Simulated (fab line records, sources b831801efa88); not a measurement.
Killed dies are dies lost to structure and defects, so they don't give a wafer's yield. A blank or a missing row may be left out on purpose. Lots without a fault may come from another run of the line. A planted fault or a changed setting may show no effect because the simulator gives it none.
Problem report in the 8D (eight disciplines) form, filled by code | flow gf180mcu | the parts of the form that need people (team, actions taken, sign-off) are left out

1. THE PROBLEM
rf_fwd_power_W at GF_PASSIVATION_ETCH_11 reads a mean of 668.6 W on 3 wafers of 2 lots; wafers without a fault read 798.3 W with a standard deviation of 2.4. That is -54 standard deviations from the usual mean.
The step: etches the open film in CF4/O2, stops on TiN, target depth 1800 nm, time 400 s.
First seen on wafer L922.4, day 34 00:33, on rie_diel-04. The record holds 42 wafers of 14 lots with a number at this step. Rule for "out", or "out of limits": more than 4 standard deviations from the usual mean. The other wafers with a number count as sound.

2. WHAT IT IS AND WHAT IT IS NOT
question                    | is                             | is not
which readings at this step | rf_fwd_power_W, oes_product_au | drypump_motor_current_A, throttle_valve_pct
which lots                  | L922, L923                     | L903, L904, L905, L906, L907, L909, L910, L911, L916, L919, L924, L925
which wafers of those lots  | L922.4, L923.3, L923.5         | L922.1, L922.3, L923.2
read on which tools         | rie_diel-04                    | rie_diel-02, rie_diel-03
when                        | from day 34 00:33              | up to then (32 sound wafers); but 7 sound wafers of L923, L924, L925 came after

3. SUSPECTS, AND WHAT RULES EACH OUT
Counting: a tool at a process step up to the reading stays a suspect if it ran every lot that is out. Sound lots after the first of them don't rule it out here, since some wafers of a struck lot are sound.
- pvd_sputter-04 at GF_MIM_SPUTTER_08 (material AlCu, target thk 200 nm, time 10.6 s): kept. It ran every lot that is out, first L922 (day 30 09:37); its last sound lot up to then is L911 (day 27 09:53).
- pecvd-01 at GF_PASSIVATION_CVD_02 (deposits Si3N4, target thk 700 nm, time 486.18 s): kept. It ran every lot that is out, first L922 (day 33 08:53); its last sound lot up to then is L919 (day 32 18:15).
- rie_diel-04 at GF_PASSIVATION_ETCH_11 (etches the open film in CF4/O2, stops on TiN, target depth 1800 nm, time 400 s): kept. It ran every lot that is out, first L922 (day 34 00:33); its last sound lot up to then is L919 (day 33 09:51). Its own readings are out on those wafers: oes_product_au, rf_fwd_power_W.
- Within rie_diel-04 at GF_PASSIVATION_ETCH_11: the wafers that are out ran in chamber 3; their sound lot-mates ran in chambers 0, 1, 2.
Left after counting: pvd_sputter-04 at GF_MIM_SPUTTER_08, pecvd-01 at GF_PASSIVATION_CVD_02, rie_diel-04 at GF_PASSIVATION_ETCH_11.

4. THE CAUSE (what the simulator had put in)
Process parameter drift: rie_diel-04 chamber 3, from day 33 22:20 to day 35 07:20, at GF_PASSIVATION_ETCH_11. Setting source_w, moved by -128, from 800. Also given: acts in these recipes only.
Counting left 3 suspects, and this tool is among them.

5. THE CHAIN OF EFFECTS, in route order
Each row: a reading whose mean over the struck wafers that have a number lies more than 3 standard deviations from the usual. Only readings for which the record gives a usual standard deviation are gone through. hours: the time from each lot's start at the first step in this table that gives one to its start at this step, as a median over the lots. sigmas: the change in usual standard deviations.
hours | step                    | reading                  | usual      | on struck wafers | change | sigmas
0     | GF_PASSIVATION_ETCH_11  | oes_product_au           | 0.966 a.u. | 0.918            | -0.048 | -6.2
0     | GF_PASSIVATION_ETCH_11  | rf_fwd_power_W           | 798.3 W    | 668.6            | -129.7 | -54
0     | GF_PASSIVATION_STRIP_12 | strip_time_to_endpoint_s | 34.66 s    | 36.70            | +2.04  | +9.3
The process steps in it:
- GF_PASSIVATION_ETCH_11: etches the open film in CF4/O2, stops on TiN, target depth 1800 nm, time 400 s.
- GF_PASSIVATION_STRIP_12: strips in O2/N2.

6. WHAT WOULD HAVE CAUGHT IT SOONER
In this record the first reading out of limits was taken at day 34 00:33, 2 hours after the fault began at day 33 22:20.
